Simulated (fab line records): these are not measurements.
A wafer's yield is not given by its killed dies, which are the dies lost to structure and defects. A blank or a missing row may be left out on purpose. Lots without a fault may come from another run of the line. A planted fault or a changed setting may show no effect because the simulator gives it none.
Struck lot and sound lot, side by side | flow sky130 | 15 out of 708 route steps
Sound: these wafers, L947.1, L947.4, L947.6. Wafers struck: L941.1, L941.4, L941.5. The cause is named last.
Order at every step that has rows: each side's tool, ch and its chambers, its first start. Under that, the readings that differ: sound wafers | struck wafers | difference of the means | sigmas: that difference in standard deviations of wafers without a fault.
alike: readings whose means differ by less than 2 such deviations, and words and numbers that are the same on both sides. not compared: withheld readings, readings that some wafer has no value for, bounds like >300 that may hide the same value, and numbers for which the record gives no deviation and whose values overlap.
The two part at a step that has a row with sigmas, a row that says differs or no value, or rows on one side only. Non-overlapping numbers with no deviation appear without sigmas and do not part them. A reading that every wafer of one side lacks parts them only if that side has two wafers or more.

SKY_METAL2_SPUTTER_02: material AlCu, target thk 250 nm, time 13.3 s.
  sound: pvd-sputter-01 at day 40 00:23; struck: pvd-sputter-01 at day 37 09:37
  alike: throttle-valve-pct
SKY_METAL2_SPUTTER_03: material Ti, target thk 5 nm, time 3.3 s.
  sound: pvd-sputter-01 at day 40 00:25; struck: pvd-sputter-01 at day 37 09:38
  alike: throttle-valve-pct
SKY_METAL2_SPUTTER_04: material TiN, target thk 70 nm, time 58.3 s.
  sound: pvd-sputter-01 at day 40 00:26; struck: pvd-sputter-01 at day 37 09:40
  alike: throttle-valve-pct
SKY_METAL2_RS_MEAS_05: a four-point-probe measurement.
  sound: film-metro-04 at day 40 00:29; struck: film-metro-02 at day 37 09:43
  alike: METAL2_ALCU_RS
SKY_METAL2_THK_MEAS_06: measures by xrf.
  sound: film-metro-04 at day 40 00:36; struck: film-metro-02 at day 37 09:50
  alike: METAL2_ALCU_THK
then, 7 steps without rows for these wafers: SKY_METAL2_DEHYDRATE_07 (time 60 s); SKY_METAL2_HMDS_08 (prime time 60 s); SKY_METAL2_COAT_09 (resist thk 60 nm); SKY_METAL2_COAT_10 (resist thk 450 nm); SKY_METAL2_SOFTBAKE_11 (time 90 s); SKY_METAL2_EXPOSE_12 (exposes mask MM2, target cd 140 nm); SKY_METAL2_PEB_13.
SKY_METAL2_DEVELOP_14: develop time 60 s.
  sound on litho-track-03 ch 0, day 41 00:00; struck on litho-track-01 ch 0, day 38 11:00
  reading              | sound             | struck            | difference | sigmas
  developer-temp-C (C) | 21.00 20.94 21.06 | 21.75 21.80 21.80 | +0.78      | +7
SKY_METAL2_CD_MEAS_15 targets a cd of 140 nm.
  sound: cd-sem-02 at day 41 00:43; struck: cd-sem-02 at day 38 11:28
  alike: cd-nm
-- the record jumps here: 10 days lie between the struck wafers' starts before and after (it left off in module METAL2 and takes up again in module PAD_OPEN, whose first step shown is number 708 of the route) --
SKY_PAD_OPEN_PROBE_99:
  sound: prober-02 at day 50 06:31; struck: prober-01 at day 48 08:36
  alike: defect-limited-yield, killed_at_M0_to_M3, killed_at_M4_up, killed-at-contacts, killed-at-front-end, killed-at-other, killed-dies, killed-open, killed-short, sort_bin_3_pad_short, sort_bin_5_function, sort_bin_6_memory, sort_bin_8_speed, sort-n-pass, sort-yield-pct

WHERE THEY PART
Only at SKY_METAL2_DEVELOP_14, as far as this record shows. Later steps at which nothing parts them and some readings are alike: SKY_METAL2_CD_MEAS_15, SKY_PAD_OPEN_PROBE_99.

WHY: what had been put in by the simulator
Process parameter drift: litho-track-01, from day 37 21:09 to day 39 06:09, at SKY_METAL2_DEVELOP_14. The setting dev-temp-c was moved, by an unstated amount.
